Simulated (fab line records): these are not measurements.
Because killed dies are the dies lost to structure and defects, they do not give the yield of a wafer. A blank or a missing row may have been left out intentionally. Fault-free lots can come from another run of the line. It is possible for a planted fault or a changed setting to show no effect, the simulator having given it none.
The tool behind it: which one? / flow gf180mcu / 12 lots, 36 wafers sampled, at 3 steps of a route of 602

## WHAT EACH GAUGE READ, for each wafer
GF_V2_RS_MEAS_24: the measuring method here is four-point-probe.
lot=L569; measured=day 20 07:47; on=filmMetro-04; V2_W_RS (ohm/sq)=0.332 0.337 0.335
lot=L570; measured=day 20 20:34; on=filmMetro-04; V2_W_RS (ohm/sq)=0.327 0.328 0.332
lot=L572; measured=day 21 17:52; on=filmMetro-02; V2_W_RS (ohm/sq)=0.335 0.333 0.334
lot=L573; measured=day 21 18:50; on=filmMetro-02; V2_W_RS (ohm/sq)=0.335 0.332 0.334
lot=L574; measured=day 22 01:10; on=filmMetro-03; V2_W_RS (ohm/sq)=0.333 0.331 0.333
lot=L575; measured=day 22 11:37; on=filmMetro-03; V2_W_RS (ohm/sq)=0.335 0.330 0.328
lot=L576; measured=day 22 18:11; on=filmMetro-04; V2_W_RS (ohm/sq)=0.329 0.333 0.329
lot=L579; measured=day 23 22:44; on=filmMetro-04; V2_W_RS (ohm/sq)=0.332 0.335 0.337
lot=L580; measured=day 24 15:01; on=filmMetro-03; V2_W_RS (ohm/sq)=0.330 0.338 0.325
lot=L583; measured=day 25 23:41; on=filmMetro-04; V2_W_RS (ohm/sq)=0.336 0.321 0.319
lot=L584; measured=day 26 10:35; on=filmMetro-03; V2_W_RS (ohm/sq)=0.330 0.331 0.316
lot=L591; measured=day 28 09:14; on=filmMetro-03; V2_W_RS (ohm/sq)=0.333 0.340 0.337

## TOOL THAT RAN EACH LOT (tool first, then ch and the chambers of the sampled wafers, then the start)
lot=L569; GF_V2_SPUTTER_21=pvdSputter-01, day 20 07:35; GF_V2_CVD_23=cvdW-01 ch 0,1, day 20 07:41
lot=L570; GF_V2_SPUTTER_21=pvdSputter-01, day 20 20:21; GF_V2_CVD_23=cvdW-02 ch 0,1, day 20 20:27
lot=L572; GF_V2_SPUTTER_21=pvdSputter-04, day 21 17:39; GF_V2_CVD_23=cvdW-01 ch 0,1, day 21 17:45
lot=L573; GF_V2_SPUTTER_21=pvdSputter-02, day 21 18:36; GF_V2_CVD_23=cvdW-02 ch 1, day 21 18:42
lot=L574; GF_V2_SPUTTER_21=pvdSputter-02, day 22 00:53; GF_V2_CVD_23=cvdW-02 ch 0,1, day 22 01:01
lot=L575; GF_V2_SPUTTER_21=pvdSputter-04, day 22 11:24; GF_V2_CVD_23=cvdW-02 ch 0,1, day 22 11:30
lot=L576; GF_V2_SPUTTER_21=pvdSputter-02, day 22 17:59; GF_V2_CVD_23=cvdW-01 ch 1, day 22 18:05
lot=L579; GF_V2_SPUTTER_21=pvdSputter-04, day 23 22:29; GF_V2_CVD_23=cvdW-02 ch 0,1, day 23 22:37
lot=L580; GF_V2_SPUTTER_21=pvdSputter-02, day 24 14:49; GF_V2_CVD_23=cvdW-02 ch 0,1, day 24 14:55
lot=L583; GF_V2_SPUTTER_21=pvdSputter-01, day 25 23:27; GF_V2_CVD_23=cvdW-02 ch 1, day 25 23:33
lot=L584; GF_V2_SPUTTER_21=pvdSputter-02, day 26 10:21; GF_V2_CVD_23=cvdW-02 ch 0,1, day 26 10:27
lot=L591; GF_V2_SPUTTER_21=pvdSputter-04, day 28 09:01; GF_V2_CVD_23=cvdW-01 ch 0,1, day 28 09:07
- GF_V2_SPUTTER_21: material Ti, target thk 15 nm, time 80.02 s.
- GF_V2_CVD_23: deposits W, target thk 350 nm, time 104.94 s.

## AS READ BY THE TOOLS THEMSELVES (means over the sampled wafers that have a number; for cases with no such wafer, the mark the record gives instead)
GF_V2_SPUTTER_21.
lot=L569; tool=pvdSputter-01; cathodeDcPowerW (W)=2500.1; throttleValvePct (%)=29.2
lot=L570; tool=pvdSputter-01; cathodeDcPowerW (W)=2500.2; throttleValvePct (%)=28.9
lot=L572; tool=pvdSputter-04; cathodeDcPowerW (W)=2499.9; throttleValvePct (%)=30.8
lot=L573; tool=pvdSputter-02; cathodeDcPowerW (W)=2500.1; throttleValvePct (%)=29.3
lot=L574; tool=pvdSputter-02; cathodeDcPowerW (W)=2500.1; throttleValvePct (%)=29.0
lot=L575; tool=pvdSputter-04; cathodeDcPowerW (W)=2500.6; throttleValvePct (%)=30.5
lot=L576; tool=pvdSputter-02; cathodeDcPowerW (W)=2500.0; throttleValvePct (%)=27.9
lot=L579; tool=pvdSputter-04; cathodeDcPowerW (W)=2500.0; throttleValvePct (%)=29.7
lot=L580; tool=pvdSputter-02; cathodeDcPowerW (W)=2499.7; throttleValvePct (%)=28.6
lot=L583; tool=pvdSputter-01; cathodeDcPowerW (W)=2499.7; throttleValvePct (%)=30.0
lot=L584; tool=pvdSputter-02; cathodeDcPowerW (W)=2500.1; throttleValvePct (%)=29.3
lot=L591; tool=pvdSputter-04; cathodeDcPowerW (W)=2500.4; throttleValvePct (%)=29.6

GF_V2_CVD_23.
lot=L569; tool=cvdW-01; heaterPowerW (W)=914
lot=L570; tool=cvdW-02; heaterPowerW (W)=935
lot=L572; tool=cvdW-01; heaterPowerW (W)=867
lot=L573; tool=cvdW-02; heaterPowerW (W)=848
lot=L574; tool=cvdW-02; heaterPowerW (W)=935
lot=L575; tool=cvdW-02; heaterPowerW (W)=884
lot=L576; tool=cvdW-01; heaterPowerW (W)=831
lot=L579; tool=cvdW-02; heaterPowerW (W)=890
lot=L580; tool=cvdW-02; heaterPowerW (W)=923
lot=L583; tool=cvdW-02; heaterPowerW (W)=834
lot=L584; tool=cvdW-02; heaterPowerW (W)=886
lot=L591; tool=cvdW-01; heaterPowerW (W)=908

## THE ANSWER, worked out from the rows above alone
Rule: usual is defined by the lots themselves. The widest of any qualifying gaps counts: lots, ordered by their means at a reading, are off when they make up no more than a third of the lots, leave a main group of 4 or more, and stand apart from it by 3 or more times the standard deviation of that group's means. Not used: any main group whose means are identical at the precision the tables above print for the reading. A lot without any number at a reading at which 4 lots or more have one is off too. Where the step has rows for the other lots, those lots are counted as sound. First the gauges in route order, then the tools' own readings, where a lot's mean is used as printed above. The first step at which some lot is off is used, and at that step the reading that is off furthest; a lot without a number counts as furthest.
No lot is off at any reading shown: from this, nothing can be told.

## WHAT THE SIMULATOR HAD INSERTED
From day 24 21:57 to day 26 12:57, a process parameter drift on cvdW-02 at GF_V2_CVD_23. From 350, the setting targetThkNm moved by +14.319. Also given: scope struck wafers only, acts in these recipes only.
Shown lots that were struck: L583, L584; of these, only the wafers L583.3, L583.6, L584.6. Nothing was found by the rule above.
